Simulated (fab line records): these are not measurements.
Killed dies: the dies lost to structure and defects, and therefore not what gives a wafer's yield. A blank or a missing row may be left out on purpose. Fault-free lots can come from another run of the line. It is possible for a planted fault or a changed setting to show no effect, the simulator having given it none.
fab line records | flow gf180mcu
record lots=7 | wafers=21 | lastDay=34
route steps=602 shown TOP_METAL@568
lots that met no fault: from a run of the same line without faults
startH: start of the lot's first displayed wafer, in hours after the record's first day | waitH: hours from the lot's prior step to this one | " repeats the value in the row above | L1.1+2: one row covering several wafers at once | - either no value or no given start | * or withheld: withheld | < > ~ a bound
route shown NAME@n: names a module that has steps shown in the file, with the first one's number in the route | usual: the fault-free wafers' mean and standard deviation | same: alike in all rows | chamber/n: place in a boat | sites: the reading at each site | _std_site: their standard deviation | _edge_site: the outer-site mean with the inner-site mean subtracted | radiusMm: how far each site lies from the wafer's centre | mask NAME#n: copy n | behind: the last tool/chamber to shape the wafer | hold: why the lot was held/for how many hours/how that ended | device: which transistor (n, p or np) failed to switch | end of line: the tests these same wafers got at the end of their route | a step given without rows: its recipe and nothing more | killed: dies that structure and defects cost at the first sort, which is not the same as the wafer's yield | map: a wafer's dies, marking killed ones x, the rest . and places with no die _
set.NAME: the setting as run; set.NAME@STEP: as run at that earlier step | model.NAME: the simulator's own value behind a step, which no gauge read
lots at selected steps of the route; one table per step, one row per wafer
services: from which hour (startH, from the record's first day; less than 0 if before it) a tool's chamber was out of use, for how many hours, and why
## steps
# step GF_TOP_METAL_SPUTTER_01
# recipe material=TiN | targetThkNm=30 | powerW=6500 | timeS=25 | chamberPressurePa=0.4
# usual throttleValvePct=30.1/0.83
lot.wafer | tool          | chamber | startH | waitH | throttleValvePct
L746.2    | pvdSputter-03 | -       | 654.81 | 0.1   | 30.4
L746.4    | "             | -       | "      | "     | 29.8
L746.6    | "             | -       | "      | "     | 28.8
L758.1    | pvdSputter-03 | -       | 740.25 | 0.1   | 29.8
L758.5    | "             | -       | "      | "     | 30.1
L758.6    | "             | -       | "      | "     | 30.5
L759.1    | pvdSputter-04 | -       | 742.78 | 0.1   | 30.2
L759.4    | "             | -       | "      | "     | 29.8
L759.5    | "             | -       | "      | "     | 29.0
L760.2    | pvdSputter-04 | -       | 750.03 | 0.1   | 30.2
L760.4    | "             | -       | "      | "     | 29.3
L760.5    | "             | -       | "      | "     | 28.9
L762.3    | pvdSputter-04 | -       | 759.12 | 0.1   | 30.0
L762.4    | "             | -       | "      | "     | 29.3
L762.6    | "             | -       | "      | "     | 29.7
L763.1    | pvdSputter-04 | -       | 772.72 | 0.1   | 28.9
L763.2    | "             | -       | "      | "     | 30.2
L763.6    | "             | -       | "      | "     | 29.9
L765.2    | pvdSputter-03 | -       | 779.15 | 0.1   | 29.8
L765.3    | "             | -       | "      | "     | 29.0
L765.4    | "             | -       | "      | "     | 30.6
# step GF_TOP_METAL_SPUTTER_02
# recipe material=AlCu | targetThkNm=900 | powerW=10600 | chamberPressurePa=0.3 | substrateTempC=250 | gas=Ar | timeS=47.82
# usual substrateTempC=250.01/0.18 | throttleValvePct=30.1/0.82
lot.wafer | tool          | chamber | startH | waitH | substrateTempC | throttleValvePct
L746.2    | pvdSputter-03 | -       | 654.84 | 0.0   | 250.12         | 30.5
L746.4    | "             | -       | "      | "     | 250.09         | 29.7
L746.6    | "             | -       | "      | "     | 250.03         | 29.1
L758.1    | pvdSputter-03 | -       | 740.28 | 0.0   | 250.04         | 30.1
L758.5    | "             | -       | "      | "     | 250.23         | 29.9
L758.6    | "             | -       | "      | "     | 249.87         | 30.5
L759.1    | pvdSputter-04 | -       | 742.81 | 0.0   | 250.00         | 29.9
L759.4    | "             | -       | "      | "     | 249.85         | 29.6
L759.5    | "             | -       | "      | "     | 249.82         | 29.1
L760.2    | pvdSputter-04 | -       | 750.06 | 0.0   | 249.63         | 30.0
L760.4    | "             | -       | "      | "     | 250.04         | 29.0
L760.5    | "             | -       | "      | "     | 250.20         | 29.0
L762.3    | pvdSputter-04 | -       | 759.15 | 0.0   | 249.80         | 29.9
L762.4    | "             | -       | "      | "     | 249.89         | 28.9
L762.6    | "             | -       | "      | "     | 250.13         | 29.8
L763.1    | pvdSputter-04 | -       | 772.75 | 0.0   | 249.83         | 29.2
L763.2    | "             | -       | "      | "     | 250.08         | 30.1
L763.6    | "             | -       | "      | "     | 250.41         | 29.7
L765.2    | pvdSputter-03 | -       | 779.18 | 0.0   | 249.89         | 29.9
L765.3    | "             | -       | "      | "     | 249.96         | 29.1
L765.4    | "             | -       | "      | "     | 249.93         | 30.4
# step GF_TOP_METAL_SPUTTER_03
# recipe material=Ti | targetThkNm=5 | substrateTempC=300 | chamberPressurePa=0.3 | powerW=3000 | timeS=3.3
# usual substrateTempC=300.00/0.2 | throttleValvePct=30.1/0.82
lot.wafer | tool          | chamber | startH | waitH | substrateTempC | throttleValvePct
L746.2    | pvdSputter-03 | -       | 654.89 | 0.0   | 299.90         | 30.4
L746.4    | "             | -       | "      | "     | 299.91         | 30.0
L746.6    | "             | -       | "      | "     | 300.04         | 28.7
L758.1    | pvdSputter-03 | -       | 740.33 | 0.0   | 299.93         | 30.0
L758.5    | "             | -       | "      | "     | 300.00         | 30.0
L758.6    | "             | -       | "      | "     | 300.12         | 30.2
L759.1    | pvdSputter-04 | -       | 742.85 | 0.0   | 300.04         | 30.2
L759.4    | "             | -       | "      | "     | 300.04         | 30.0
L759.5    | "             | -       | "      | "     | 300.02         | 29.2
L760.2    | pvdSputter-04 | -       | 750.10 | 0.0   | 300.18         | 30.1
L760.4    | "             | -       | "      | "     | 299.88         | 29.2
L760.5    | "             | -       | "      | "     | 299.81         | 29.5
L762.3    | pvdSputter-04 | -       | 759.20 | 0.0   | 299.94         | 29.9
L762.4    | "             | -       | "      | "     | 299.85         | 29.1
L762.6    | "             | -       | "      | "     | 300.28         | 29.8
L763.1    | pvdSputter-04 | -       | 772.79 | 0.0   | 299.88         | 29.0
L763.2    | "             | -       | "      | "     | 299.81         | 30.3
L763.6    | "             | -       | "      | "     | 300.25         | 29.9
L765.2    | pvdSputter-03 | -       | 779.22 | 0.0   | 299.77         | 29.9
L765.3    | "             | -       | "      | "     | 300.04         | 29.2
L765.4    | "             | -       | "      | "     | 299.79         | 30.4
# step GF_TOP_METAL_SPUTTER_04
# recipe material=TiN | targetThkNm=25 | powerW=6500 | timeS=20.8 | chamberPressurePa=0.4
# usual throttleValvePct=30.1/0.83
lot.wafer | tool          | chamber | startH | waitH | throttleValvePct
L746.2    | pvdSputter-03 | -       | 654.91 | 0.0   | 30.5
L746.4    | "             | -       | "      | "     | 29.9
L746.6    | "             | -       | "      | "     | 28.9
L758.1    | pvdSputter-03 | -       | 740.34 | 0.0   | 30.0
L758.5    | "             | -       | "      | "     | 30.2
L758.6    | "             | -       | "      | "     | 30.6
L759.1    | pvdSputter-04 | -       | 742.87 | 0.0   | 30.1
L759.4    | "             | -       | "      | "     | 29.8
L759.5    | "             | -       | "      | "     | 29.0
L760.2    | pvdSputter-04 | -       | 750.12 | 0.0   | 30.2
L760.4    | "             | -       | "      | "     | 29.0
L760.5    | "             | -       | "      | "     | 29.3
L762.3    | pvdSputter-04 | -       | 759.21 | 0.0   | 29.9
L762.4    | "             | -       | "      | "     | 29.2
L762.6    | "             | -       | "      | "     | 30.1
L763.1    | pvdSputter-04 | -       | 772.81 | 0.0   | 29.1
L763.2    | "             | -       | "      | "     | 30.1
L763.6    | "             | -       | "      | "     | 30.0
L765.2    | pvdSputter-03 | -       | 779.24 | 0.0   | 29.8
L765.3    | "             | -       | "      | "     | 28.9
L765.4    | "             | -       | "      | "     | 30.5
# step GF_TOP_METAL_RS_MEAS_05
# recipe thkMeasGauge=four-point-probe | reads=TiN_of_TOP_METAL_SPUTTER_04+Ti_of_TOP_METAL_SPUTTER_03+AlCu_of_TOP_METAL_SPUTTER_02+TiN_of_TOP_METAL_SPUTTER_01+Ti_of_TOP_METAL_SPUTTER_00
# usual TOP_METAL_ALCU_RS=0.0329/0.00031
lot.wafer | tool         | chamber | startH | waitH | TOP_METAL_ALCU_RS[ohm/sq]
L746.2    | filmMetro-04 | -       | 654.95 | 0.0   | 0.0330
L746.4    | "            | -       | "      | "     | 0.0328
L746.6    | "            | -       | "      | "     | 0.0333
L758.1    | filmMetro-02 | -       | 740.37 | 0.0   | 0.0330
L758.5    | "            | -       | "      | "     | 0.0330
L758.6    | "            | -       | "      | "     | 0.0324
L759.1    | filmMetro-02 | -       | 742.90 | 0.0   | 0.0328
L759.4    | "            | -       | "      | "     | 0.0329
L759.5    | "            | -       | "      | "     | 0.0327
L760.2    | filmMetro-04 | -       | 750.17 | 0.0   | 0.0321
L760.4    | "            | -       | "      | "     | 0.0325
L760.5    | "            | -       | "      | "     | 0.0321
L762.3    | filmMetro-04 | -       | 759.28 | 0.1   | 0.0332
L762.4    | "            | -       | "      | "     | 0.0329
L762.6    | "            | -       | "      | "     | 0.0331
L763.1    | filmMetro-04 | -       | 772.84 | 0.0   | 0.0327
L763.2    | "            | -       | "      | "     | 0.0330
L763.6    | "            | -       | "      | "     | 0.0328
L765.2    | filmMetro-04 | -       | 779.29 | 0.0   | 0.0333
L765.3    | "            | -       | "      | "     | 0.0330
L765.4    | "            | -       | "      | "     | 0.0329
# step GF_TOP_METAL_THK_MEAS_06
# recipe thkMeasGauge=xrf | reads=AlCu_of_TOP_METAL_SPUTTER_02
# usual TOP_METAL_ALCU_THK=899/10
lot.wafer | tool         | chamber | startH | waitH | TOP_METAL_ALCU_THK[nm]
L746.2    | filmMetro-04 | -       | 655.06 | 0.1   | 903
L746.4    | "            | -       | "      | "     | 903
L746.6    | "            | -       | "      | "     | 893
L758.1    | filmMetro-02 | -       | 740.49 | 0.1   | 896
L758.5    | "            | -       | "      | "     | 891
L758.6    | "            | -       | "      | "     | 912
L759.1    | filmMetro-02 | -       | 743.02 | 0.1   | 894
L759.4    | "            | -       | "      | "     | 902
L759.5    | "            | -       | "      | "     | 902
L760.2    | filmMetro-04 | -       | 750.28 | 0.1   | 926
L760.4    | "            | -       | "      | "     | 914
L760.5    | "            | -       | "      | "     | 931
L762.3    | filmMetro-04 | -       | 759.38 | 0.1   | 898
L762.4    | "            | -       | "      | "     | 899
L762.6    | "            | -       | "      | "     | 898
L763.1    | filmMetro-04 | -       | 772.96 | 0.1   | 904
L763.2    | "            | -       | "      | "     | 898
L763.6    | "            | -       | "      | "     | 899
L765.2    | filmMetro-04 | -       | 779.40 | 0.1   | 882
L765.3    | "            | -       | "      | "     | 894
L765.4    | "            | -       | "      | "     | 901
# step GF_TOP_METAL_DEHYDRATE_07
# recipe tempC=200 | timeS=60
# step GF_TOP_METAL_HMDS_08
# recipe primeTimeS=60 | primeTempC=120
# step GF_TOP_METAL_COAT_09
# recipe resist=NOVOLAK | spinRpm=3000 | resistThkNm=1500
# step GF_TOP_METAL_SOFTBAKE_10
# recipe tempC=90 | timeS=60 | resist=NOVOLAK
# step GF_TOP_METAL_EXPOSE_11
# recipe maskId=MetalTop | targetCdNm=440 | na=0.6 | sourceShape=conventional | sigmaOuter=0.6 | doseMj=170
# step GF_TOP_METAL_PEB_12
# recipe tempC=withheld | timeS=* | resist=NOVOLAK
# step GF_TOP_METAL_DEVELOP_13
# recipe developTimeS=60 | devTempC=23
# usual chillPlateTempC=23.01/0.11 | developTimeS=60/0
lot.wafer | tool          | chamber | startH | waitH | chillPlateTempC | developTimeS
L746.2    | lithoTrack-04 | 0       | 674.41 | 0.1   | 22.91           | 60
L746.4    | "             | 0       | "      | "     | 23.09           | 60
L746.6    | "             | 0       | "      | "     | 22.96           | 60
L758.1    | lithoTrack-04 | -       | 755.94 | 0.1   | -               | -
L758.5    | "             | -       | "      | "     | -               | -
L758.6    | "             | -       | "      | "     | -               | -
L759.1    | lithoTrack-04 | -       | 759.29 | 0.1   | -               | -
L759.4    | "             | -       | "      | "     | -               | -
L759.5    | "             | -       | "      | "     | -               | -
L760.2    | lithoTrack-02 | -       | 766.37 | 0.1   | -               | -
L760.4    | "             | -       | "      | "     | -               | -
L760.5    | "             | -       | "      | "     | -               | -
L762.3    | lithoTrack-02 | 0       | 775.30 | 0.1   | 23.06           | 60
L762.4    | "             | 0       | "      | "     | 23.13           | 60
L762.6    | "             | 0       | "      | "     | 23.04           | 60
L763.1    | lithoTrack-03 | 0       | 787.76 | 0.1   | 22.90           | 60
L763.2    | "             | 0       | "      | "     | 23.02           | 60
L763.6    | "             | 0       | "      | "     | 23.09           | 60
L765.2    | lithoTrack-02 | 0       | 793.67 | 0.1   | 23.04           | 60
L765.3    | "             | 0       | "      | "     | 23.25           | 60
L765.4    | "             | 0       | "      | "     | 23.13           | 60
# step GF_TOP_METAL_CD_MEAS_14
# recipe targetCdNm=440
# usual cdNm=440.0/2.4
lot.wafer | tool     | chamber | startH | waitH | cdNm
L746.2    | cdSem-02 | -       | 674.56 | 0.1   | 441.3
L746.4    | "        | -       | "      | "     | 442.0
L746.6    | "        | -       | "      | "     | 440.1
L758.1    | cdSem-01 | -       | 756.09 | 0.1   | -
L758.5    | "        | -       | "      | "     | -
L758.6    | "        | -       | "      | "     | -
L759.1    | cdSem-02 | -       | 759.44 | 0.1   | -
L759.4    | "        | -       | "      | "     | -
L759.5    | "        | -       | "      | "     | -
L760.2    | cdSem-02 | -       | 766.52 | 0.1   | -
L760.4    | "        | -       | "      | "     | -
L760.5    | "        | -       | "      | "     | -
L762.3    | cdSem-01 | -       | 775.44 | 0.1   | 442.1
L762.4    | "        | -       | "      | "     | 441.3
L762.6    | "        | -       | "      | "     | 439.7
L763.1    | cdSem-01 | -       | 787.91 | 0.1   | 435.5
L763.2    | "        | -       | "      | "     | 433.6
L763.6    | "        | -       | "      | "     | 433.5
L765.2    | cdSem-01 | -       | 793.82 | 0.1   | 441.1
L765.3    | "        | -       | "      | "     | 439.2
L765.4    | "        | -       | "      | "     | 441.5
## services
tool          | chamber | startH | hours | kind
pvdSputter-03 | -       | 632.24 | 1.2   | repair
pvdSputter-03 | -       | 673.41 | 5.4   | repair
pvdSputter-04 | -       | 728.38 | 2.4   | repair
pvdSputter-04 | -       | 754.73 | 2.8   | repair
## key
firstSign step=GF_TOP_METAL_DEVELOP_13 | reading=toolRecord | direction=missing
effect none on later readings
metAt GF_TOP_METAL_DEVELOP_13
struckWafers L758.1,L758.5,L758.6,L759.1,L759.4,L759.5,L760.2,L760.4,L760.5
laterRowsLeftOut L758.1,L758.5,L758.6,L759.1,L759.4,L759.5,L760.2,L760.4,L760.5
sortLeftOut L758.1,L758.5,L758.6,L759.1,L759.4,L759.5,L760.2,L760.4,L760.5
onsetBetween 674.41 755.94
fault kind=skippedStepWhole | tool=lithoTrack-02,lithoTrack-04 | chamber=- | onsetH=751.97 | steps=GF_TOP_METAL_DEVELOP_13 | scope=struckLotsOnly
# sortLeftOut: the simulated sort isn't trusted on such a fault, so these wafers' sort isn't shown, and their yield isn't known
# laterRowsLeftOut: the simulator's readings of these wafers behind a module that went badly wrong aren't trusted and aren't shown, but for the sort
